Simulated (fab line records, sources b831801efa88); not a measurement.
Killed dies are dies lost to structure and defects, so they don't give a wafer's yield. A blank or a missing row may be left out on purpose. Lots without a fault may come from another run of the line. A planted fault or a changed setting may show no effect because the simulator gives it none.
Problem report in the 8D (eight disciplines) form, filled by code | flow sky130 | the parts of the form that need people (team, actions taken, sign-off) are left out

1. THE PROBLEM
CAP2M_TIN_RS at SKY_CAP2M_RS_MEAS_03 reads a mean of 7.23 ohm/sq on 1 wafer of 1 lot; wafers without a fault read 6.91 ohm/sq with a standard deviation of 0.077. That is +4.2 standard deviations from the usual mean.
The step: measures by four-point-probe.
First seen on wafer L728.6, day 43 05:56, on film_metro-04. The record holds 30 wafers of 10 lots with a number at this step. Rule for "out", or "out of limits": more than 4 standard deviations from the usual mean. The other wafers with a number count as sound.

2. WHAT IT IS AND WHAT IT IS NOT
question                    | is                | is not
which readings at this step | CAP2M_TIN_RS      | -
which lots                  | L728              | L722, L725, L726, L730, L739, L740, L742, L744, L745
which wafers of those lots  | L728.6            | L728.1, L728.2
read on which gauges        | film_metro-04     | film_metro-01, film_metro-02
when                        | from day 43 05:56 | up to then (11 sound wafers); but 18 sound wafers of L730, L739, L740, L742, L744, L745 came after

3. SUSPECTS, AND WHAT RULES EACH OUT
Counting: a tool at a process step up to the reading stays a suspect if it ran every lot that is out. Sound lots after the first of them don't rule it out here, since some wafers of a struck lot are sound.
- the gauge at SKY_CAP2M_RS_MEAS_03: ruled out. All the wafers that are out were read on film_metro-04, but those of them that SKY_CAP2M_SPUTTER_02 has rows for are out there too, on other tools.
- cmp-01 at SKY_VIA3_CMP_02 (polishes SiO2): kept. It ran the lot that is out, L728 (day 42 02:55); its last sound lot up to then is L725 (day 41 18:02).
- cmp-02 at SKY_VIA3_CMP_24 (polishes, stops on SiO2, t overpolish 20 s, target thk 0 nm): kept. It ran the lot that is out, L728 (day 43 05:21); its last sound lot up to then is L726 (day 42 22:58).
- pvd_sputter-01 at SKY_CAP2M_SPUTTER_02 (material TiN, target thk 200 nm, time 166.7 s): kept. It ran the lot that is out, L728 (day 43 05:50); its last sound lot up to then is L726 (day 42 23:25). Its own readings are out on those wafers: chamber_pressure_pa, throttle_valve_pct.
Left after counting: cmp-01 at SKY_VIA3_CMP_02, cmp-02 at SKY_VIA3_CMP_24, pvd_sputter-01 at SKY_CAP2M_SPUTTER_02.

4. THE CAUSE (what the simulator had put in)
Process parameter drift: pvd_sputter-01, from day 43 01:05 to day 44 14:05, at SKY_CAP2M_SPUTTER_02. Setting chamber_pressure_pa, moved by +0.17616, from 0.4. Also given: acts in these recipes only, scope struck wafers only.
Counting left 3 suspects, and this tool is among them.

5. THE CHAIN OF EFFECTS, in route order
Each row: a reading whose mean over the struck wafers that have a number lies more than 3 standard deviations from the usual. Only readings for which the record gives a usual standard deviation are gone through. hours: the time from each lot's start at the first step in this table that gives one to its start at this step, as a median over the lots. sigmas: the change in usual standard deviations.
hours | step                    | reading             | usual       | on struck wafers | change  | sigmas
0     | SKY_CAP2M_SPUTTER_02    | chamber_pressure_pa | 0.3999 Pa   | 0.5766           | +0.1767 | +99 or more
0     | SKY_CAP2M_SPUTTER_02    | throttle_valve_pct  | 30.1 %      | 23.4             | -6.7    | -6.1
0     | SKY_CAP2M_RS_MEAS_03    | CAP2M_TIN_RS        | 6.91 ohm/sq | 7.23             | +0.32   | +4.2
24    | SKY_CAP2M_METAL_ETCH_13 | oes_product_au      | 0.940 a.u.  | 0.917            | -0.023  | -3.0
The process steps in it:
- SKY_CAP2M_SPUTTER_02: material TiN, target thk 200 nm, time 166.7 s.
- SKY_CAP2M_METAL_ETCH_13: etches TiN in Cl2/BCl3, stops on SiO2, target depth 220 nm, time 62.9 s.

6. WHAT WOULD HAVE CAUGHT IT SOONER
In this record the first reading out of limits at a measuring or inspecting step was taken at day 43 05:56, 5 hours after the fault began at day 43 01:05.
The tool's own readings at SKY_CAP2M_SPUTTER_02 were out on every struck wafer that the step has a row for (chamber_pressure_pa, throttle_valve_pct): an alarm limit on them would have fired on the first of those.
All the lots that are out (1) had begun SKY_CAP2M_SPUTTER_02 on pvd_sputter-01 by day 43 05:56. A hold on the tool at that time would have spared none of them.
